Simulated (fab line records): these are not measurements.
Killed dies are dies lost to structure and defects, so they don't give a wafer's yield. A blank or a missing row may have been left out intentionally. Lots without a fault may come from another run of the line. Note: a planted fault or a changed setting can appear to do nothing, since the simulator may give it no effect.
Struck lot and sound lot, side by side ; flow gf180mcu ; 17 steps out of a route of 602
Sound: the wafers L170.1, L170.3, L170.6. Struck: wafer L188.5. (L188.2 of the same lot was not struck and is left out.) The cause comes at the end.
Per side, at each step with rows, come the tool, then ch with its chambers, and then its first start. Under that, the readings that differ: sound wafers ; struck wafers ; difference of the means ; sigmas: that difference in standard deviations of wafers without a fault.
alike: readings whose means differ by less than 2 such deviations, and words and numbers that are the same on both sides. not compared: withheld readings, readings that some wafer has no value for, bounds like >300 that may hide the same value, and numbers for which the record gives no deviation and whose values overlap.
The two part at a step that has a row with sigmas, a row that says differs or no value, or rows on one side only. When numbers do not overlap yet have no deviation, they are printed without sigmas and do not part them. Lack of a reading on every wafer of one side parts them only where that side has two or more wafers.

first, 4 steps without rows for these wafers: GF_M4_SOFTBAKE_10 (time 60 s); GF_M4_EXPOSE_11 (exposes mask Metal4, target cd 280 nm); GF_M4_PEB_12 (peb time 90 s); GF_M4_DEVELOP_13 (develop time 60 s).
GF_M4_CD_MEAS_14 targets a cd of 280 nm.
  sound: cd_sem-01 at day 23 09:13; struck: cd_sem-01 at day 29 06:34
  alike: cd_nm
GF_M4_OVL_MEAS_15:
  sound: overlay-02 at day 23 09:20; struck: overlay-01 at day 29 06:41
  alike: M4_OVL
GF_M4_METAL_ETCH_16: etches the open film in Cl2/BCl3, stops on SiO2, target depth 750.8 nm, time 125.1 s.
  sound on rie_metal-03 ch 0,1, day 23 09:22; struck on rie_metal-01 ch 1, day 29 06:43
  alike: bcl3_flow_sccm, drypump_motor_current_A, he_backside_leak_sccm, mfc_cl2_sccm, oes_product_au, throttle_valve_pct
  not compared: rf_hours_counter_h
GF_M4_STRIP_17: strips in O2/N2.
  sound on plasma_asher-04 ch 0,1, day 23 09:29; struck on plasma_asher-02 ch 1, day 29 06:50
  alike: drypump_motor_current_A, heater_power_w, oes_product_au, strip_time_to_endpoint_s
  not compared: rf_hours_counter_h
then, 3 steps without rows for these wafers: GF_M4_STRIP_18 (strips in post etch residue remover, time 1200 s); GF_M4_CLEAN_19 (cleans in DIW); GF_V4_CVD_00 (deposits SiO2, target thk 600 nm, time 100 s).
GF_V4_THK_MEAS_01:
  sound: film_metro-04 at day 23 10:07; struck: film_metro-03 at day 29 07:32
  alike: V4_CVD_00_THK
GF_V4_CVD_02: deposits SiO2 from TEOS, target thk 850 nm, time 94.851 s.
  sound on pecvd-04 ch 0,1, day 23 10:11; struck on pecvd-01 ch 2, day 29 07:35
reading;sound;struck;difference;sigmas
model.SiO2_of_V4_CVD_02.thk_nm (nm);857.6 843.7 862.2;712.8;-141.7;
  alike: heater_power_w
GF_V4_THK_MEAS_03:
  sound: film_metro-03 at day 23 10:15; struck: film_metro-01 at day 29 07:40
reading;sound;struck;difference;sigmas
V4_CVD_02_THK (nm);858 843 862;713;-141;-12
GF_V4_CMP_04: polishes SiO2.
  sound on cmp-01 ch 0,1,2, day 23 10:22; struck on cmp-02 ch 0, day 29 07:52
reading;sound;struck;difference;sigmas
time_to_endpoint_s (s);79 79 88;28;-54;-10
  alike: motor_current_A, platen_rpm
GF_V4_BOW_MEAS_05:
  sound: film_metro-01 at day 23 10:37; struck: film_metro-01 at day 29 08:02
  alike: V4_BOW
then, 1 step without rows for these wafers: GF_PASSIVATION_PROBE_99.

WHERE THEY PART
At GF_V4_THK_MEAS_03 first; at GF_V4_CMP_04 last (within this record only). Later steps at which nothing parts them and some readings are alike: GF_V4_BOW_MEAS_05.

WHY: what the simulator had put in
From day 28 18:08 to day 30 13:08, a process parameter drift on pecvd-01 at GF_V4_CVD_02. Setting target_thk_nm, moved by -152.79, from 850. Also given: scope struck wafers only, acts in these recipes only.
